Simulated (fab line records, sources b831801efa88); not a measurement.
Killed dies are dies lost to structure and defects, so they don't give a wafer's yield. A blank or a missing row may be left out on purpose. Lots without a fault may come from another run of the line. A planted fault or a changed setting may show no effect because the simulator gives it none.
Which tool did it? | flow sfq_line | 13 lots, 39 wafers sampled, at 5 steps of a route of 325

WHAT THE GAUGES READ, wafer by wafer
SFQ_L0V_OVL_MEAS_903.
lot  | measured     | on         | L0V_OVL (nm)
L630 | day 6 18:41  | overlay-01 | -1 -5 9
L631 | day 6 21:05  | overlay-02 | -5 -1 -7
L632 | day 6 22:17  | overlay-01 | -3 -7 -9
L634 | day 7 03:05  | overlay-01 | -4 1 -11
L635 | day 7 04:17  | overlay-02 | -8 -5 -2
L637 | day 7 07:53  | overlay-01 | -9 -10 -2
L639 | day 7 15:02  | overlay-02 | 1 -2 -3
L644 | day 8 04:14  | overlay-02 | 0 0 -2
L647 | day 8 18:11  | overlay-02 | -13 -7 -13
L649 | day 13 22:31 | overlay-02 | -6 1 -11
L650 | day 14 17:10 | overlay-01 | 0 3 1
L652 | day 15 13:20 | overlay-02 | 2 -6 2
L653 | day 15 21:43 | overlay-02 | -3 -4 -7

SFQ_M1_RS_MEAS_909: measures by four-point-probe.
lot  | measured     | on            | M1_NB_RS (ohm/sq)
L630 | day 16 16:49 | film_metro-03 | 0.896 0.900 0.896
L631 | day 16 21:23 | film_metro-03 | 0.890 0.890 0.894
L632 | day 16 22:34 | film_metro-01 | 0.899 0.892 0.890
L634 | day 17 02:11 | film_metro-02 | 0.894 0.883 0.884
L635 | day 17 04:32 | film_metro-02 | 0.899 0.890 0.894
L637 | day 17 06:58 | film_metro-03 | 0.485 0.875 0.488
L639 | day 17 12:58 | film_metro-03 | 0.896 0.883 0.870
L644 | day 19 11:44 | film_metro-01 | 0.885 0.880 0.885
L647 | day 19 22:12 | film_metro-03 | 0.873 0.881 0.862
L649 | day 20 14:59 | film_metro-01 | 0.891 0.885 0.875
L650 | day 21 11:32 | film_metro-02 | 0.885 0.884 0.882
L652 | day 28 13:36 | film_metro-03 | 0.878 0.884 0.885
L653 | day 28 22:04 | film_metro-01 | 0.894 0.891 0.900

WHICH TOOL RAN EACH LOT (tool, then ch and the chambers of the sampled wafers, then the start)
lot  | SFQ_TRILAYER_M0_BARC_OPEN_METAL_ETCH_031 | SFQ_TRILAYER_I0_VIA_STRIP_STRIP_035 | SFQ_TRILAYER_M1_DEP_SPUTTER_037
L630 | rie_metal-03 ch 0,1, day 10 22:59        | rie_metal-01 ch 0,1, day 16 15:55   | pvd_sputter-06, day 16 16:43
L631 | rie_metal-03 ch 0,1, day 11 02:37        | rie_metal-03 ch 0,1, day 16 20:39   | pvd_sputter-05, day 16 21:15
L632 | rie_metal-04 ch 0, day 11 04:59          | rie_metal-02 ch 1, day 16 21:39     | pvd_sputter-06, day 16 22:28
L634 | rie_metal-02 ch 1, day 11 11:02          | rie_metal-03 ch 0,1, day 17 01:27   | pvd_sputter-04, day 17 02:03
L635 | rie_metal-04 ch 0,1, day 11 13:23        | rie_metal-03 ch 0,1, day 17 03:39   | pvd_sputter-04, day 17 04:27
L637 | rie_metal-04 ch 0,1, day 11 18:11        | rie_metal-03 ch 0, day 17 06:03     | pvd_sputter-04, day 17 06:51
L639 | rie_metal-03 ch 0,1, day 12 08:35        | rie_metal-02 ch 0,1, day 17 12:03   | pvd_sputter-05, day 17 12:52
L644 | rie_metal-03 ch 1, day 13 03:47          | rie_metal-02 ch 0,1, day 19 10:51   | pvd_sputter-05, day 19 11:39
L647 | rie_metal-03 ch 0,1, day 13 21:20        | rie_metal-01 ch 0,1, day 19 21:17   | pvd_sputter-05, day 19 22:05
L649 | rie_metal-02 ch 0,1, day 19 18:39        | rie_metal-01 ch 0,1, day 20 14:05   | pvd_sputter-06, day 20 14:53
L650 | rie_metal-04 ch 0,1, day 20 15:03        | rie_metal-01 ch 0,1, day 21 10:37   | pvd_sputter-06, day 21 11:26
L652 | rie_metal-02 ch 0,1, day 21 15:15        | rie_metal-03 ch 0,1, day 28 12:51   | pvd_sputter-05, day 28 13:28
L653 | rie_metal-04 ch 0,1, day 21 18:50        | rie_metal-02 ch 0,1, day 28 21:10   | pvd_sputter-06, day 28 21:59
- SFQ_TRILAYER_M0_BARC_OPEN_METAL_ETCH_031: etches BARC in O2, target depth 125 nm, time 41.7 s.
- SFQ_TRILAYER_I0_VIA_STRIP_STRIP_035: strips in O2.
- SFQ_TRILAYER_M1_DEP_SPUTTER_037: material Nb, target thk 200 nm, time 133.3 s.

WHAT THE TOOLS THEMSELVES READ (means of the sampled wafers that have a number; where no wafer has one, the mark that the record gives instead)
SFQ_TRILAYER_M0_BARC_OPEN_METAL_ETCH_031.
lot  | tool         | chamber_pressure_mTorr (mTorr) | drypump_motor_current_A (A) | oes_product_au (a.u.)
L630 | rie_metal-03 | 9.996                          | 5.3                         | 0.682
L631 | rie_metal-03 | 9.990                          | 5.3                         | 0.687
L632 | rie_metal-04 | 10.005                         | 6.2                         | 0.685
L634 | rie_metal-02 | 9.991                          | 6.3                         | 0.685
L635 | rie_metal-04 | 10.004                         | 6.1                         | 0.683
L637 | rie_metal-04 | 10.003                         | 6.1                         | 0.690
L639 | rie_metal-03 | 9.999                          | 5.3                         | 0.686
L644 | rie_metal-03 | 9.998                          | 5.3                         | 0.688
L647 | rie_metal-03 | 10.003                         | 5.3                         | 0.689
L649 | rie_metal-02 | 9.994                          | 5.9                         | 0.683
L650 | rie_metal-04 | 9.997                          | 6.2                         | 0.689
L652 | rie_metal-02 | 10.000                         | 5.7                         | 0.681
L653 | rie_metal-04 | 9.997                          | 6.1                         | 0.690

SFQ_TRILAYER_I0_VIA_STRIP_STRIP_035.
lot  | tool         | chamber_pressure_mTorr (mTorr) | drypump_motor_current_A (A) | oes_product_au (a.u.)
L630 | rie_metal-01 | 50.01                          | 5.7                         | 1.000
L631 | rie_metal-03 | 50.02                          | 5.3                         | 1.008
L632 | rie_metal-02 | 49.98                          | 6.2                         | 1.012
L634 | rie_metal-03 | 50.00                          | 5.4                         | 0.998
L635 | rie_metal-03 | 50.01                          | 5.3                         | 1.009
L637 | rie_metal-03 | 49.99                          | 5.4                         | 1.002
L639 | rie_metal-02 | 50.06                          | 5.9                         | 1.005
L644 | rie_metal-02 | 49.99                          | 5.9                         | 1.002
L647 | rie_metal-01 | 50.00                          | 5.7                         | 0.994
L649 | rie_metal-01 | 50.01                          | 5.7                         | 1.008
L650 | rie_metal-01 | 50.02                          | 5.7                         | 0.997
L652 | rie_metal-03 | 49.95                          | 5.4                         | 1.009
L653 | rie_metal-02 | 49.94                          | 6.0                         | 1.004

SFQ_TRILAYER_M1_DEP_SPUTTER_037.
lot  | tool           | throttle_valve_pct (%)
L630 | pvd_sputter-06 | 29.2
L631 | pvd_sputter-05 | 30.4
L632 | pvd_sputter-06 | 29.6
L634 | pvd_sputter-04 | 31.3
L635 | pvd_sputter-04 | 31.2
L637 | pvd_sputter-04 | 31.2
L639 | pvd_sputter-05 | 27.9
L644 | pvd_sputter-05 | 30.6
L647 | pvd_sputter-05 | 29.4
L649 | pvd_sputter-06 | 28.9
L650 | pvd_sputter-06 | 29.1
L652 | pvd_sputter-05 | 30.2
L653 | pvd_sputter-06 | 29.3

THE ANSWER, worked out from the rows above alone
Rule: what is usual is taken from the lots themselves. Put in order of their means at a reading, lots are off if they are a third of the lots or fewer, leave a main group of 4 or more, and stand apart from it by a gap of 3 or more times the standard deviation of the main group's means; of several such gaps the widest counts. A main group whose means are all the same, to the digits that the tables above print for the reading, isn't used. A lot without any number at a reading at which 4 lots or more have one is off too. The other lots that the step has rows for count as sound. The gauges are gone through in route order, then the tools' own readings, and for those a lot's mean is taken as printed above. The first step at which some lot is off is used, and at that step the reading that is off furthest; a lot without a number counts as furthest.
Off: L637, at SFQ_M1_RS_MEAS_909 (M1_NB_RS). The main group: mean 0.887 ohm/sq, standard deviation 0.007.
A tool fits if, at a process step before that reading, it ran every lot that is off, and no sound lot after the first of them. The gauges at SFQ_M1_RS_MEAS_909 are tried like those tools. One fits: pvd_sputter-04 at SFQ_TRILAYER_M1_DEP_SPUTTER_037. Its last sound lot is L635 (day 17 04:27), its first lot that is off L637 (day 17 06:51): a fault that began between those two fits.

WHAT THE SIMULATOR HAD PUT IN
Process parameter drift: pvd_sputter-04, from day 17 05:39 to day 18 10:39, at SFQ_TRILAYER_M1_DEP_SPUTTER_037. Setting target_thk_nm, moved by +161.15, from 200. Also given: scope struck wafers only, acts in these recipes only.
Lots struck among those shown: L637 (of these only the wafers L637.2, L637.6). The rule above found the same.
